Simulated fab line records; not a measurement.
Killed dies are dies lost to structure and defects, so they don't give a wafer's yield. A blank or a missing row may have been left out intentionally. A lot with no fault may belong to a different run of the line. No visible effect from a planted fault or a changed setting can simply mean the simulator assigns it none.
Struck lot and sound lot, side by side :: flow sky130 :: 43 steps out of a route of 708
Sound: the wafers L302.2, L302.4, L302.6. The struck wafers were L321.3, L321.4, L321.6. At the end, the cause is stated.
Order at every step that has rows: each side's tool, ch and its chambers, its first start. Under that, the readings that differ: sound wafers :: struck wafers :: difference of the means :: sigmas: that difference in standard deviations of wafers without a fault.
alike: a reading whose means differ by less than 2 such deviations, as well as words and numbers matching on both sides. not compared: withheld readings; readings where some wafer has no value; bounds like >300 that might hide an equal value; numbers whose values overlap and for which the record gives no deviation.
The two part at a step that has a row with sigmas, a row that says differs or no value, or rows on one side only. When numbers do not overlap yet have no deviation, they are printed without sigmas and do not part them. A reading that every wafer of one side lacks parts them only if that side has two wafers or more.

first, 5 steps without rows for these wafers: SKY_VIA3_COAT_07 (resist thk 450 nm); SKY_VIA3_SOFTBAKE_08 (time 90 s); SKY_VIA3_EXPOSE_09 (exposes mask VIM3, target cd 200 nm); SKY_VIA3_PEB_10; SKY_VIA3_DEVELOP_11 (develop time 60 s).
SKY_VIA3_CD_MEAS_12: target cd 200 nm.
  sound: cd-sem-02 at day 39 15:15; struck: cd-sem-02 at day 44 18:25
  alike: cd-nm
SKY_VIA3_OVL_MEAS_13:
  sound: overlay-02 at day 39 15:21; struck: overlay-01 at day 44 18:31
  alike: VIA3_OVL
then, 1 step without rows for these wafers: SKY_VIA3_ETCH_14 (etches BARC in N2/H2, stops on SiO2, time 45.9 s, target depth 60 nm).
SKY_VIA3_ETCH_15: etches SiO2 in C4F8/O2/Ar, stops on TiN, target depth 507 nm, time 78 s.
  sound on rie-diel-03 ch 2,3, day 39 15:25; struck on rie-diel-03 ch 0,1,2, day 44 18:34
  alike: chamber-pressure-mTorr, oes-product-au, rf-fwd-power-W
  not compared: rf-hours-counter-h
then, 3 steps without rows for these wafers: SKY_VIA3_STRIP_16 (strips in O2/N2); SKY_VIA3_STRIP_17 (strips in post etch residue remover, time 1200 s); SKY_VIA3_CLEAN_18 (cleans in IPA, time 180 s).
SKY_VIA3_CLEAN_19: cleans in O3/DIW.
  sound on wet-bench-02 ch 1, day 39 15:59; struck on wet-bench-01 ch 3, day 44 19:08
then, 2 steps without rows for these wafers: SKY_VIA3_SPUTTER_20 (material TiN, target thk 20 nm, time 80 s); SKY_VIA3_CVD_21 (deposits W, target thk 390 nm, time 117.31 s).
SKY_VIA3_RS_MEAS_22: the measuring method here is four-point-probe.
  sound: film-metro-01 at day 39 16:17; struck: film-metro-01 at day 44 19:32
  alike: VIA3_W_RS
SKY_VIA3_THK_MEAS_23: measures by xrf.
  sound: film-metro-01 at day 39 16:23; struck: film-metro-01 at day 44 19:38
  alike: VIA3_W_THK
SKY_VIA3_CMP_24: polishes, stops on SiO2, t overpolish 20 s, target thk 0 nm.
  sound on cmp-01 ch 0,1,2, day 39 16:32; struck on cmp-01 ch 0,2,3, day 44 19:44
  alike: motor-current-A, overpolish-run-s, time-to-endpoint-s
then, 5 steps without rows for these wafers: SKY_METAL4_SPUTTER_00 (material Ti, target thk 15 nm, time 10 s); SKY_METAL4_SPUTTER_01 (material TiN, target thk 20 nm, time 16.7 s); SKY_METAL4_SPUTTER_02 (material AlCu, target thk 735 nm, time 39.1 s); SKY_METAL4_SPUTTER_03 (material Ti, target thk 5 nm, time 3.3 s); SKY_METAL4_SPUTTER_04 (material TiN, target thk 70 nm, time 58.3 s).
SKY_CAP2M_CVD_00: deposits SiO2, target thk 15.5 nm.
  sound on pecvd-03 ch 0,1,2, day 39 16:53; struck on pecvd-01 ch 0,1, day 44 20:08
  alike: heater-power-w, rf-fwd-power-W
SKY_CAP2M_THK_MEAS_01:
  sound: film-metro-02 at day 39 16:55; struck: film-metro-03 at day 44 20:11
  alike: CAP2M_CVD_00_THK
SKY_CAP2M_SPUTTER_02: material TiN, target thk 200 nm, time 166.7 s.
  sound: pvd-sputter-03 at day 39 16:58; struck: pvd-sputter-01 at day 44 20:13
  alike: throttle-valve-pct
SKY_CAP2M_RS_MEAS_03: the measuring method here is four-point-probe.
  sound: film-metro-02 at day 39 17:06; struck: film-metro-04 at day 44 20:22
  alike: CAP2M_TIN_RS
SKY_CAP2M_THK_MEAS_04: measures by xrf.
  sound: film-metro-02 at day 39 17:13; struck: film-metro-04 at day 44 20:28
  alike: CAP2M_TIN_THK
then, 7 steps without rows for these wafers: SKY_CAP2M_DEHYDRATE_05 (time 60 s); SKY_CAP2M_HMDS_06 (prime time 60 s); SKY_CAP2M_COAT_07 (resist thk 1140 nm); SKY_CAP2M_SOFTBAKE_08 (time 60 s); SKY_CAP2M_EXPOSE_09 (exposes mask CAP2M, target cd 1000 nm); SKY_CAP2M_PEB_10; SKY_CAP2M_DEVELOP_11 (develop time 60 s).
SKY_CAP2M_OVL_MEAS_12:
  sound: overlay-02 at day 40 16:50; struck: overlay-02 at day 45 18:02
  alike: CAP2M_OVL
then, 1 step without rows for these wafers: SKY_CAP2M_METAL_ETCH_13 (etches TiN in Cl2/BCl3, stops on SiO2, target depth 220 nm, time 62.9 s).
SKY_CAP2M_STRIP_14: strips in O2/N2.
  sound on plasma-asher-04 ch 0,1, day 40 16:56; struck on plasma-asher-03 ch 0,1, day 45 18:11
  alike: chamber-pressure-mTorr, drypump-motor-current-A, oes-product-au, strip-time-to-endpoint-s
  not compared: rf-hours-counter-h
then, 4 steps without rows for these wafers: SKY_CAP2M_STRIP_15 (strips in post etch residue remover, time 1200 s); SKY_CAP2M_CLEAN_16 (cleans in IPA, time 180 s); SKY_CAP2M_CLEAN_17 (cleans in O3/DIW); SKY_METAL4_DEHYDRATE_05 (time 60 s).
-- the record jumps here: 4 days lie between the struck wafers' starts before and after (it left off in module METAL4 and takes up again in module PAD_OPEN, whose first step shown is number 708 of the route) --
SKY_PAD_OPEN_PROBE_99:
  sound: prober-02 at day 45 16:41; struck: prober-02 at day 50 01:06
reading: defect-limited-yield (%)
sound: 82.9 81.5 81.7
struck: 79.1 77.2 77.0
difference: -4.3
sigmas: -2

reading: killed_at_M0_to_M3
sound: 40 46 41
struck: 57 72 78
difference: +27
sigmas: +4

reading: killed-dies
sound: 84 91 90
struck: 103 112 113
difference: +21
sigmas: +2

reading: sort-n-pass
sound: 408 401 402
struck: 389 380 379
difference: -21
sigmas: -2

reading: sort-yield-pct (%)
sound: 82.9 81.5 81.7
struck: 79.1 77.2 77.0
difference: -4.3
sigmas: -2

reading: model.etest.tester.sort-n-pass
sound: 408 401 402
struck: 389 380 379
difference: -21
sigmas: 

reading: model.etest.tester.sort-yield-pct (%)
sound: 82.93 81.5 81.71
struck: 79.06 77.24 77.03
difference: -4.27
sigmas: 
  alike: killed_at_M4_up, killed-at-contacts, killed-at-front-end, killed-at-other, killed-open, killed-short, sort_bin_3_pad_short, sort_bin_5_function, sort_bin_6_memory
  not compared: model.etest.tester.sort_bin_5_pct

## WHERE THEY PART
Only at SKY_PAD_OPEN_PROBE_99, as far as this record shows.

WHY: what the simulator had put in
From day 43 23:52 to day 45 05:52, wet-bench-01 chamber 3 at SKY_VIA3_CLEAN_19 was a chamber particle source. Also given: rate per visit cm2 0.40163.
